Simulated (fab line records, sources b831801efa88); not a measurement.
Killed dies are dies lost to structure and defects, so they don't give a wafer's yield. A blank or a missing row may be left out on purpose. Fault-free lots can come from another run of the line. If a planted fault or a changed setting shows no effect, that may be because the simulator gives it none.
Which tool was responsible? -- flow sky130 -- 72 wafers from 24 lots sampled at 4 of the route's 708 steps

== WHAT THE GAUGES SHOWED, per wafer ==
SKY_POLY_CUT_OVL_MEAS_09.
lot,measured,on,POLY_CUT_OVL (nm)
L074,day 24 09:40,overlay-01,-3 1 -2
L075,day 24 19:34,overlay-02,6 4 4
L076,day 25 03:13,overlay-01,-5 3 -2
L077,day 25 18:22,overlay-01,-15 -20 -17
L078,day 26 14:29,overlay-02,-9 5 -2
L079,day 26 14:10,overlay-01,0 1 0
L080,day 26 21:44,overlay-01,-7 -9 -7
L081,day 27 00:07,overlay-01,-4 -2 -5
L082,day 27 05:53,overlay-01,6 0 -4
L083,day 27 16:52,overlay-02,3 -8 2
L084,day 28 03:51,overlay-02,-7 0 -10
L085,day 28 08:31,overlay-02,7 11 5
L086,day 28 19:41,overlay-02,2 -3 4
L087,day 28 17:55,overlay-02,0 -3 2
L088,day 29 06:31,overlay-02,10 -6 7
L089,day 29 10:25,overlay-02,-1 -7 -1
L090,day 30 00:08,overlay-01,1 -1 8
L091,day 30 07:37,overlay-01,-16 -8 -4
L092,day 30 14:59,overlay-01,-1 -5 -8
L093,day 30 21:29,overlay-01,-5 -2 -7
L094,day 31 12:38,overlay-02,-2 -3 1
L095,day 31 09:55,overlay-01,5 6 10
L096,day 31 23:07,overlay-01,-6 -3 -5
L097,day 32 04:39,overlay-02,5 10 12

SKY_VIA1_RS_MEAS_22: a four-point-probe measurement.
lot,measured,on,VIA1_W_RS (ohm/sq)
L074,day 34 02:56,filmMetro-03,0.436 0.425 0.427
L075,day 34 13:38,filmMetro-04,0.423 0.421 0.419
L076,day 34 16:57,filmMetro-03,0.428 0.428 0.430
L077,day 35 09:44,filmMetro-03,0.424 0.423 0.424
L078,day 36 07:07,filmMetro-04,0.421 0.426 0.422
L079,day 36 05:48,filmMetro-04,0.423 0.418 0.421
L080,day 36 12:25,filmMetro-03,0.433 0.429 0.420
L081,day 36 13:58,filmMetro-02,0.427 0.425 0.423
L082,day 36 16:23,filmMetro-02,0.428 0.427 0.433
L083,day 37 02:38,filmMetro-04,0.427 0.418 0.427
L084,day 37 12:36,filmMetro-02,0.429 0.423 0.428
L085,day 37 17:34,filmMetro-03,0.426 0.429 0.427
L086,day 38 01:44,filmMetro-02,0.420 0.427 0.423
L087,day 38 02:07,filmMetro-04,0.419 0.425 0.425
L088,day 38 13:39,filmMetro-02,0.422 0.429 0.428
L089,day 38 15:21,filmMetro-03,0.419 0.417 0.420
L090,day 39 05:33,filmMetro-03,0.416 0.413 0.422
L091,day 39 10:47,filmMetro-03,0.426 0.425 0.431
L092,day 39 17:22,filmMetro-04,0.422 0.422 0.426
L093,day 40 00:49,filmMetro-03,0.416 0.428 0.418
L094,day 40 13:41,filmMetro-04,0.424 0.426 0.426
L095,day 40 12:06,filmMetro-03,0.429 0.424 0.424
L096,day 40 23:15,filmMetro-03,0.421 0.422 0.419
L097,day 41 04:27,filmMetro-02,0.426 0.423 0.422

== WHICH TOOL RAN EACH LOT (tool, then ch and the chambers of the sampled wafers, then the start) ==
lot,SKY_NWELL_STRIP_25,SKY_METAL1_SPUTTER_01
L074,"plasmaAsher-02 ch 0,1, day 5 09:44","pvdSputter-02, day 31 19:19"
L075,"plasmaAsher-04 ch 0,1, day 5 14:26","pvdSputter-01, day 32 04:32"
L076,"plasmaAsher-04 ch 0, day 5 21:29","pvdSputter-01, day 32 09:31"
L077,"plasmaAsher-01 ch 0,1, day 6 03:59","pvdSputter-02, day 33 01:06"
L078,"plasmaAsher-01 ch 0,1, day 6 10:49","pvdSputter-02, day 33 22:19"
L079,"plasmaAsher-02 ch 0,1, day 6 17:48","pvdSputter-01, day 33 21:20"
L080,"plasmaAsher-02 ch 0,1, day 7 01:47","pvdSputter-04, day 34 03:45"
L081,"plasmaAsher-01 ch 0, day 7 02:35","pvdSputter-04, day 34 04:29"
L082,"plasmaAsher-04 ch 0,1, day 7 08:49","pvdSputter-04, day 34 08:45"
L083,"plasmaAsher-02 ch 0,1, day 7 13:51","pvdSputter-01, day 34 19:07"
L084,"plasmaAsher-04 ch 0,1, day 8 03:47","pvdSputter-04, day 35 06:35"
L085,"plasmaAsher-01 ch 0,1, day 8 04:08","pvdSputter-04, day 35 10:14"
L086,"plasmaAsher-02 ch 0,1, day 8 09:01","pvdSputter-02, day 35 20:26"
L087,"plasmaAsher-01 ch 0,1, day 8 15:03","pvdSputter-01, day 35 20:02"
L088,"plasmaAsher-02 ch 0,1, day 8 18:29","pvdSputter-04, day 36 07:45"
L089,"plasmaAsher-04 ch 0,1, day 9 02:51","pvdSputter-04, day 36 09:28"
L090,"plasmaAsher-01 ch 0,1, day 9 12:14","pvdSputter-04, day 36 22:52"
L091,"plasmaAsher-01 ch 0,1, day 9 17:22","pvdSputter-04, day 37 05:50"
L092,"plasmaAsher-02 ch 0,1, day 10 00:09","pvdSputter-01, day 37 11:10"
L093,"plasmaAsher-04 ch 0,1, day 10 05:41","pvdSputter-01, day 37 19:31"
L094,"plasmaAsher-04 ch 0,1, day 10 06:18","pvdSputter-01, day 38 08:19"
L095,"plasmaAsher-04 ch 0,1, day 10 13:16","pvdSputter-01, day 38 07:08"
L096,"plasmaAsher-01 ch 0,1, day 11 00:51","pvdSputter-04, day 38 19:56"
L097,"plasmaAsher-04 ch 0,1, day 11 05:49","pvdSputter-01, day 39 00:19"
- SKY_NWELL_STRIP_25: strips in O2/N2.
- SKY_METAL1_SPUTTER_01: material TiN, target thk 20 nm, time 16.7 s.

== AS READ BY THE TOOLS THEMSELVES (means over the sampled wafers that have a number; for cases with no such wafer, the mark the record gives instead) ==
SKY_NWELL_STRIP_25.
lot,tool,drypumpMotorCurrentA (A),oesProductAu (a.u.),stripTimeToEndpointS (s)
L074,plasmaAsher-02,5.9,0.722,36.94
L075,plasmaAsher-04,6.0,0.726,36.87
L076,plasmaAsher-04,5.1,0.725,36.92
L077,plasmaAsher-01,5.3,0.722,36.80
L078,plasmaAsher-01,5.4,0.726,36.81
L079,plasmaAsher-02,5.9,0.721,37.01
L080,plasmaAsher-02,5.9,0.725,36.72
L081,plasmaAsher-01,5.5,0.718,36.97
L082,plasmaAsher-04,5.6,0.723,36.89
L083,plasmaAsher-02,5.9,0.724,36.93
L084,plasmaAsher-04,5.6,0.720,36.96
L085,plasmaAsher-01,5.3,0.724,36.91
L086,plasmaAsher-02,5.9,0.720,36.83
L087,plasmaAsher-01,5.3,0.724,36.83
L088,plasmaAsher-02,5.9,0.720,36.77
L089,plasmaAsher-04,6.1,0.724,36.68
L090,plasmaAsher-01,5.4,0.721,36.88
L091,plasmaAsher-01,5.4,0.723,36.87
L092,plasmaAsher-02,5.9,0.724,36.89
L093,plasmaAsher-04,6.1,0.722,36.97
L094,plasmaAsher-04,6.1,0.721,36.88
L095,plasmaAsher-04,5.6,0.727,36.80
L096,plasmaAsher-01,5.3,0.720,36.99
L097,plasmaAsher-04,6.0,0.727,36.80

SKY_METAL1_SPUTTER_01.
lot,tool,throttleValvePct (%)
L074,pvdSputter-02,30.4
L075,pvdSputter-01,31.1
L076,pvdSputter-01,31.4
L077,pvdSputter-02,30.2
L078,pvdSputter-02,30.1
L079,pvdSputter-01,31.4
L080,pvdSputter-04,29.9
L081,pvdSputter-04,29.9
L082,pvdSputter-04,29.7
L083,pvdSputter-01,31.2
L084,pvdSputter-04,30.2
L085,pvdSputter-04,29.4
L086,pvdSputter-02,30.1
L087,pvdSputter-01,30.9
L088,pvdSputter-04,29.7
L089,pvdSputter-04,30.7
L090,pvdSputter-04,29.6
L091,pvdSputter-04,29.2
L092,pvdSputter-01,30.0
L093,pvdSputter-01,30.9
L094,pvdSputter-01,30.9
L095,pvdSputter-01,31.1
L096,pvdSputter-04,30.5
L097,pvdSputter-01,31.9

== THE ANSWER, worked out from the rows above alone ==
Rule: usual is defined by the lots themselves. Put in order of their means at a reading, lots are off if they are a third of the lots or fewer, leave a main group of 4 or more, and stand apart from it by a gap of 3 or more times the standard deviation of the main group's means; of several such gaps the widest counts. A main group whose means are all the same, to the digits that the tables above print for the reading, isn't used. Also off: a lot with no number at a reading for which 4 or more lots have one. Where the step has rows for the other lots, those lots are counted as sound. First the gauges in route order, then the tools' own readings, where a lot's mean is used as printed above. The first step at which some lot is off is used, and at that step the reading that is off furthest; a lot without a number counts as furthest.
No lot is off at any reading shown: from this, nothing can be told.

== WHAT THE SIMULATOR PUT IN ==
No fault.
